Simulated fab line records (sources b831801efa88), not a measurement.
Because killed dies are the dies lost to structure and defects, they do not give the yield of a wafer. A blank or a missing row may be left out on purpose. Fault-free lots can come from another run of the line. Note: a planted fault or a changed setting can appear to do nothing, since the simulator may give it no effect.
Code-filled problem report in 8D (eight disciplines) form ; flow gf180mcu ; the parts of the form that need people (team, actions taken, sign-off) are left out

1. THE ISSUE
Across 6 wafers from 2 lots, M3_ALCU_RS at GF_M3_RS_MEAS_05 averages 0.0362 ohm/sq, while fault-free wafers read 0.0697 ohm/sq with a standard deviation of 0.00077. That is -44 standard deviations from the usual mean.
The step: measures by four-point-probe.
First seen on wafer L106.1, day 24 18:07, on film_metro-02. At this step, 39 wafers from 13 lots have a number in the record. Rule for "out", or "out of limits": more than 4 standard deviations from the usual mean. The rest of the wafers with a number are treated as sound.

2. WHAT IT IS, WHAT IT ISN'T
question;is;is not
which readings at this step;M3_ALCU_RS;-
which lots;L106, L110;L101, L102, L103, L105, L107, L112, L115, L116, L994, L996, L999
which wafers of those lots;all that have a number;-
read on which gauges;film_metro-01, film_metro-02;film_metro-04
when;from day 24 18:07;"up to then (21 sound wafers); but 12 sound wafers of L107, L112, L115, L116 came after"

3. SUSPECTS, AND WHAT RULES EACH OUT
Counting: a tool at a process step up to the reading stays a suspect if it ran every lot that is out and no sound lot after the first of them.
- ruled out: the gauge at GF_M3_RS_MEAS_05. Those wafers that are out were read across 2 gauges (film_metro-01, film_metro-02).
- pvd_sputter-03 at GF_V2_SPUTTER_21 (material Ti, target thk 15 nm, time 80.02 s): ruled out as a lasting fault. Following L106 (day 24 17:12), the first lot on it that is out, the sound lots L107, L115, L116 were run on it.
- pvd_sputter-01 at GF_M3_SPUTTER_00 (material Ti, target thk 37.5 nm, time 150 s): kept. Every lot that is out went through it, starting with L106 (day 24 17:54), and after that it ran no sound lot; the last sound lot it ran before then is L103 (day 23 15:52).
- pvd_sputter-01 at GF_M3_SPUTTER_02 (material AlCu, target thk 450 nm, time 23.9 s): kept. Every lot that is out went through it, starting with L106 (day 24 18:02), and after that it ran no sound lot; the last sound lot it ran before then is L103 (day 23 15:59).
What counting leaves: pvd_sputter-01 at GF_M3_SPUTTER_00 and pvd_sputter-01 at GF_M3_SPUTTER_02.

4. THE CAUSE (what the simulator had put in)
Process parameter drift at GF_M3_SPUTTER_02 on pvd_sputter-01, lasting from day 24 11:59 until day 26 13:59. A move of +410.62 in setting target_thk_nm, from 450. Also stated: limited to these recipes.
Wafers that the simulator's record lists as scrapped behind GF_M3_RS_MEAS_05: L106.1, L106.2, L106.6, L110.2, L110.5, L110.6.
Counting leaves 2 suspects; this tool is one of them.

5. THE CHAIN OF EFFECTS, in route order
Rows list readings where the struck wafers' mean (over those with a number) sits beyond 3 standard deviations from the usual. Only readings whose record carries a usual standard deviation are examined. hours: median over the lots of the time between each lot's start at the first step of this table that gives one and its start at this step. sigmas: the change, counted in usual standard deviations.
hours;step;reading;usual;on struck wafers;change;sigmas
0;GF_M3_RS_MEAS_05;M3_ALCU_RS;0.0697 ohm/sq;0.0362;-0.0335;-44

6. HOW IT WOULD HAVE BEEN CAUGHT EARLIER
The first out-of-limits reading at a measuring or inspecting step in this record came at day 24 18:07, 6 hours after the fault's start at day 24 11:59.
No tool reading at GF_M3_SPUTTER_02 that has a usual standard deviation in the record was out on any struck wafer, so an alarm limit of 4 standard deviations on those readings would not have fired.
L110, from the lots that are out (2), started GF_M3_SPUTTER_02 on pvd_sputter-01 later than day 24 18:07. It would have been spared by a hold on the tool at that moment.
